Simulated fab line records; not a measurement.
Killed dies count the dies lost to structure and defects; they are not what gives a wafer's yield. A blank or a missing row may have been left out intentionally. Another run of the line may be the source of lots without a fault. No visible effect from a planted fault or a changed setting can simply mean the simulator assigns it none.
Comparing a struck lot with a sound one + flow sky130 + 35 steps out of a route of 708
Sound: these wafers, L787.1, L787.2, L787.6. Struck: wafer L797.5 (left out: L797.4, a lot-mate that was not struck); the cause follows at the end.
At each step with rows: each side's tool, then ch and its chambers, then its first start. Under that, the readings that differ: sound wafers + struck wafers + difference of the means + sigmas: that difference in standard deviations of wafers without a fault.
alike: same words and numbers on both sides, and readings whose means sit less than 2 such deviations apart. not compared: any withheld reading, any reading some wafer has no value for, any bound like >300 that may hide the same value, and any number with overlapping values for which the record gives no deviation.
A row with sigmas, a row that says differs or no value, or rows on one side alone: a step with any of these is where the two part. When numbers do not overlap yet have no deviation, they are printed without sigmas and do not part them. A reading that every wafer of one side lacks parts them only if that side has two wafers or more.

first, 5 steps without rows for these wafers: SKY_METAL5_SOFTBAKE_10 (time 60 s); SKY_METAL5_EXPOSE_11 (exposes mask MM5, target cd 1600 nm); SKY_METAL5_PEB_12; SKY_METAL5_DEVELOP_13 (develop time 60 s); SKY_METAL5_DESCUM_14 (chemistry O2, time 11 s).
SKY_METAL5_METAL_ETCH_15: etches the open film in Cl2/BCl3, stops on SiO2, target depth 1260 nm, time 252 s.
  sound on rieMetal-03 ch 0,1, day 44 15:04; struck on rieMetal-03 ch 1, day 47 09:12
  alike: drypumpMotorCurrentA, oesProductAu, throttleValvePct
  not compared: rfHoursCounterH
SKY_METAL5_STRIP_16: strips in O2/N2.
  sound on plasmaAsher-01 ch 0,1, day 44 15:19; struck on plasmaAsher-02 ch 0, day 47 09:23
  alike: drypumpMotorCurrentA, n2FlowSccm, oesProductAu, stripTimeToEndpointS
  not compared: rfHoursCounterH
then, 3 steps without rows for these wafers: SKY_METAL5_STRIP_17 (strips in post etch residue remover, time 1200 s); SKY_METAL5_CLEAN_18 (cleans in IPA, time 180 s); SKY_METAL5_CLEAN_19 (cleans in O3/DIW).
SKY_PASSIVATION_CVD_00: deposits SiO2, target thk 90 nm.
  sound on pecvd-04 ch 0,2, day 44 15:56; struck on pecvd-02 ch 2, day 47 09:58
  alike: heaterPowerW
SKY_PASSIVATION_THK_MEAS_01:
  sound: filmMetro-02 at day 44 15:58; struck: filmMetro-02 at day 47 10:01
  alike: PASSIVATION_CVD_00_THK
SKY_PASSIVATION_CVD_02: deposits Si3N4, target thk 540 nm.
  sound on pecvd-02 ch 1,2, day 44 16:01; struck on pecvd-03 ch 1, day 47 10:10
| reading                                      | sound             | struck | difference | sigmas |
|----------------------------------------------|-------------------|--------|------------|--------|
| heaterPowerW (W)                             | 686 583 627       | 975    | +343       | +3     |
| model.Si3N4_of_PASSIVATION_CVD_02.thkNm (nm) | 538.9 533.1 540.2 | 583.2  | +45.8      |        |
SKY_PASSIVATION_THK_MEAS_03:
  sound: filmMetro-01 at day 44 16:15; struck: filmMetro-04 at day 47 10:18
| reading                     | sound       | struck | difference | sigmas |
|-----------------------------|-------------|--------|------------|--------|
| PASSIVATION_CVD_02_THK (nm) | 539 533 541 | 584    | +46        | +7     |
then, 7 steps without rows for these wafers: SKY_PASSIVATION_DEHYDRATE_04 (time 60 s); SKY_PASSIVATION_HMDS_05 (prime time 60 s); SKY_PASSIVATION_COAT_06 (resist thk 3000 nm); SKY_PASSIVATION_SOFTBAKE_07; SKY_PASSIVATION_EXPOSE_08 (exposes mask NSM, target cd 3000 nm); SKY_PASSIVATION_PEB_09; SKY_PASSIVATION_DEVELOP_10 (develop time 60 s).
SKY_PASSIVATION_ETCH_11: etches the open film in CF4/O2, stops on AlCu, target depth 725 nm, time 161.1 s.
  sound on rieDiel-03 ch 1,2,3, day 45 13:28; struck on rieDiel-02 ch 2, day 48 05:19
| reading                               | sound             | struck | difference | sigmas |
|---------------------------------------|-------------------|--------|------------|--------|
| oesProductAu (a.u.)                   | 0.972 0.970 0.983 | 0.995  | +0.020     | +3     |
| model.PASSIVATION.featureDepthNm (nm) | 703.2 698.5 705.5 | 723.4  | +21.0      |        |
| model.etch.depthNm (nm)               | 703.2 698.5 705.5 | 723.4  | +21.0      |        |
  alike: drypumpMotorCurrentA, throttleValvePct
  not compared: rfHoursCounterH
SKY_PASSIVATION_STRIP_12: strips in O2/N2.
  sound on plasmaAsher-01 ch 0,1, day 45 13:34; struck on plasmaAsher-02 ch 0, day 48 05:27
| reading           | sound             | struck | difference | sigmas |
|-------------------|-------------------|--------|------------|--------|
| n2FlowSccm (sccm) | 301.7 299.4 300.9 | 298.6  | -2.1       | -3     |
  alike: drypumpMotorCurrentA, oesProductAu, stripTimeToEndpointS
  not compared: rfHoursCounterH
then, 7 steps without rows for these wafers: SKY_PAD_OPEN_DEHYDRATE_00 (time 60 s); SKY_PAD_OPEN_HMDS_01 (prime time 60 s); SKY_PAD_OPEN_COAT_02 (resist thk 3000 nm); SKY_PAD_OPEN_SOFTBAKE_03; SKY_PAD_OPEN_EXPOSE_04 (exposes mask PDM, target cd 60000 nm); SKY_PAD_OPEN_PEB_05; SKY_PAD_OPEN_DEVELOP_06 (develop time 60 s).
SKY_PAD_OPEN_ETCH_07: etches the open film in CF4/O2, stops on AlCu, target depth 725 nm, time 161.1 s.
  sound on rieDiel-02 ch 0,1,3, day 46 10:10; struck on rieDiel-03 ch 3, day 48 23:52
| reading                            | sound             | struck | difference | sigmas |
|------------------------------------|-------------------|--------|------------|--------|
| model.etch.depthNm (nm)            | 703.2 698.5 705.5 | 722.8  | +20.4      |        |
| model.PAD_OPEN.featureDepthNm (nm) | 703.2 698.5 705.5 | 722.8  | +20.4      |        |
  alike: drypumpMotorCurrentA, oesProductAu, throttleValvePct
  not compared: rfHoursCounterH
SKY_PAD_OPEN_STRIP_08: strips in O2/N2.
  sound on plasmaAsher-03 ch 0,1, day 46 10:16; struck on plasmaAsher-04 ch 1, day 49 00:01
| reading                  | sound       | struck | difference | sigmas |
|--------------------------|-------------|--------|------------|--------|
| drypumpMotorCurrentA (A) | 4.9 5.3 5.3 | 6.2    | +1.0       | +3     |
  alike: n2FlowSccm, oesProductAu
  not compared: rfHoursCounterH
SKY_PAD_OPEN_STRIP_09: strips in post etch residue remover, time 1200 s.
  sound on wetBench-04 ch 1, day 46 10:22; struck on wetBench-04 ch 1, day 49 00:05
| reading                                      | sound             | struck | difference | sigmas |
|----------------------------------------------|-------------------|--------|------------|--------|
| model.Si3N4_of_PASSIVATION_CVD_02.thkNm (nm) | 538.6 532.7 539.9 | 582.9  | +45.8      |        |
  alike: tempC
then, 1 step without rows for these wafers: SKY_PAD_OPEN_CLEAN_10 (cleans in IPA, time 180 s).
SKY_PAD_OPEN_PROBE_99:
  sound: prober-02 at day 46 12:29; struck: prober-02 at day 49 02:26
| reading          | sound    | struck | difference | sigmas |
|------------------|----------|--------|------------|--------|
| killedAtFrontEnd | 16 11 21 | 6      | -10        | -2     |
  alike: defectLimitedYield, killed_at_M0_to_M3, killed_at_M4_up, killedAtContacts, killedAtOther, killedDies, killedOpen, killedShort, sort_bin_3_pad_short, sort_bin_5_function, sort_bin_6_memory, sortNPass, sortYieldPct

## WHERE THEY PART
At SKY_PASSIVATION_CVD_02 first; at SKY_PAD_OPEN_PROBE_99 last (within this record only).

WHY: whatever the simulator had introduced
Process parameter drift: pecvd-03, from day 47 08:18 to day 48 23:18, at SKY_PASSIVATION_CVD_02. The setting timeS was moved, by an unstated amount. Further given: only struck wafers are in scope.
